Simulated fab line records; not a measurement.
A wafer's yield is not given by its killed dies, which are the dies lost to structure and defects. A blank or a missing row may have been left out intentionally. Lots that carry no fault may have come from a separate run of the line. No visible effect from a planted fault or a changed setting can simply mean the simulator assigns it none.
Which of the tools did it?	flow sky130	Sampling: 13 lots, 39 wafers, 5 of 708 route steps

## WHAT THE GAUGES SHOWED, per wafer
SKY_VT_ADJUST_LVTN_TW_MEAS_21.
lot	measured	on	VT_ADJUST_LVTN_2_TW
L308	day 7 20:04	filmMetro-02	187.1 186.3 187.4
L309	day 8 00:34	filmMetro-02	190.4 190.2 190.4
L310	day 8 04:55	filmMetro-04	184.3 185.8 185.6
L311	day 8 12:07	filmMetro-02	189.4 189.7 191.1
L312	day 8 20:25	filmMetro-04	185.8 184.4 185.7
L316	day 9 17:49	filmMetro-03	187.4 187.5 187.7
L318	day 10 15:20	filmMetro-04	185.5 184.8 185.2
L319	day 11 03:38	filmMetro-04	185.0 185.3 186.4
L322	day 11 20:38	filmMetro-04	185.3 186.4 185.1
L323	day 12 01:18	filmMetro-02	189.5 189.1 189.4
L324	day 12 13:58	filmMetro-02	189.9 189.6 190.3
L325	day 12 19:46	filmMetro-03	188.2 187.8 188.6
L327	day 13 04:18	filmMetro-03	187.5 186.6 186.1

SKY_VT_ADJUST_HVTR_CD_MEAS_07: the cd target is 380 nm.
lot	measured	on	cdNm (nm)
L308	day 9 13:58	cdSem-02	380.7 376.3 378.3
L309	day 9 19:47	cdSem-01	378.9 378.7 379.6
L310	day 9 23:52	cdSem-01	382.8 383.1 380.8
L311	day 10 08:22	cdSem-01	381.5 380.3 379.6
L312	day 10 16:38	cdSem-01	382.2 380.6 384.5
L316	day 11 15:31	cdSem-01	381.3 379.1 379.0
L318	day 12 16:02	cdSem-01	382.3 381.5 383.8
L319	day 13 04:10	cdSem-02	379.0 381.6 382.0
L322	day 13 21:41	cdSem-01	374.0 379.3 379.6
L323	day 14 04:43	cdSem-02	379.9 379.7 377.7
L324	day 14 18:07	cdSem-02	379.6 379.1 379.0
L325	day 14 22:53	cdSem-01	382.0 378.3 380.2
L327	day 15 09:29	cdSem-01	378.5 377.6 377.6

SKY_VT_ADJUST_PCH_OVL_MEAS_07.
lot	measured	on	VT_ADJUST_PCH_OVL (nm)
L308	day 10 12:52	overlay-02	2.0 0.9 2.9
L309	day 10 19:02	overlay-01	-1.9 -0.1 -1.5
L310	day 10 22:52	overlay-01	-0.7 -0.1 -1.3
L311	day 11 07:39	overlay-01	1.5 1.4 2.0
L312	day 11 17:11	overlay-01	-0.7 -0.9 0.9
L316	day 12 16:28	overlay-02	0.4 0.5 -0.6
L318	day 13 17:47	overlay-01	-1.0 -0.1 -1.3
L319	day 14 06:08	overlay-01	-0.9 -0.1 0.5
L322	day 15 00:04	overlay-01	-1.0 -2.6 -1.3
L323	day 15 08:04	overlay-01	-0.9 -1.1 -0.3
L324	day 15 21:43	overlay-01	-1.2 -1.4 -0.3
L325	day 16 02:34	overlay-01	-0.2 1.9 -0.9
L327	day 16 13:20	overlay-01	-0.1 -0.8 0.9

SKY_LDD_N_OVL_MEAS_07.
lot	measured	on	LDD_N_OVL (nm)
L308	day 17 18:04	overlay-01	-1.2 -1.8 -2.5
L309	day 18 03:13	overlay-02	-0.4 -2.6 -1.5
L310	day 18 06:32	overlay-02	-0.4 -1.1 0.8
L311	day 18 20:31	overlay-01	-3.5 -1.9 -2.9
L312	day 19 09:52	overlay-01	-2.4 -1.4 -2.6
L316	day 20 10:49	overlay-01	52.8 51.8 52.7
L318	day 21 16:26	overlay-02	54.2 54.2 52.8
L319	day 22 09:02	overlay-01	-0.8 -1.4 -0.4
L322	day 23 02:22	overlay-01	-0.7 -2.0 -2.1
L323	day 23 09:34	overlay-01	-0.4 0.0 -0.2
L324	day 24 02:34	overlay-01	0.5 0.1 -2.3
L325	day 24 06:22	overlay-01	-1.0 -1.4 -0.4
L327	day 24 16:07	overlay-02	-0.8 -2.4 -2.2

## TOOL THAT RAN EACH LOT (tool first, then ch and the chambers of the sampled wafers, then the start)
lot	SKY_LDD_N_EXPOSE_04
L308	ilineStepper-01 ch 0, day 17 03:50
L309	ilineStepper-02 ch 0, day 17 13:16
L310	ilineStepper-01 ch 0, day 17 16:30
L311	ilineStepper-01 ch 0, day 18 05:33
L312	ilineStepper-01 ch 0, day 18 19:01
L316	ilineStepper-02 ch 0, day 19 20:04
L318	ilineStepper-02 ch 0, day 21 01:21
L319	ilineStepper-01 ch 0, day 21 17:47
L322	ilineStepper-01 ch 0, day 22 11:11
L323	ilineStepper-01 ch 0, day 22 19:19
L324	ilineStepper-01 ch 0, day 23 11:16
L325	ilineStepper-01 ch 0, day 23 15:51
L327	ilineStepper-01 ch 0, day 24 01:53
- SKY_LDD_N_EXPOSE_04: exposes mask NTM, target cd 840 nm.

## WHAT THE TOOLS THEMSELVES READ (means of the sampled wafers that have a number; where no wafer has one, the mark that the record gives instead)
The record holds no such reading with a usual standard deviation.

## THE ANSWER, worked out from the rows above alone
Rule: the usual values come from the lots themselves. The widest of any qualifying gaps counts: lots, ordered by their means at a reading, are off when they make up no more than a third of the lots, leave a main group of 4 or more, and stand apart from it by 3 or more times the standard deviation of that group's means. If all means in a main group match to the digits the tables above print for the reading, that group is not used. Also off: a lot with no number at a reading for which 4 or more lots have one. All remaining lots with rows at the step are treated as sound. First the gauges in route order, then the tools' own readings, where a lot's mean is used as printed above. At the first step where some lot is off, the reading lying furthest off is the one used; lots without a number count as furthest.
Off: L316, L318, seen at SKY_LDD_N_OVL_MEAS_07 (LDD_N_OVL). Mean -1.3 nm and standard deviation 0.78 in the main group.
A tool fits if, at a process step before that reading, it ran every lot that is off, and no sound lot after the first of them. The gauges at SKY_LDD_N_OVL_MEAS_07 are tried like those tools. One candidate fits, namely ilineStepper-02 at SKY_LDD_N_EXPOSE_04. Its last sound lot is L309 (day 17 13:16), its first lot that is off L316 (day 19 20:04): a fault that began between those two fits.

## WHAT THE SIMULATOR HAD INSERTED
Scanner matching overlay: ilineStepper-02, from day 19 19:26 on, at SKY_LDD_N_EXPOSE_04. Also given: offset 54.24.
Shown lots that were struck: L316, L318. This agrees with what the rule above found.
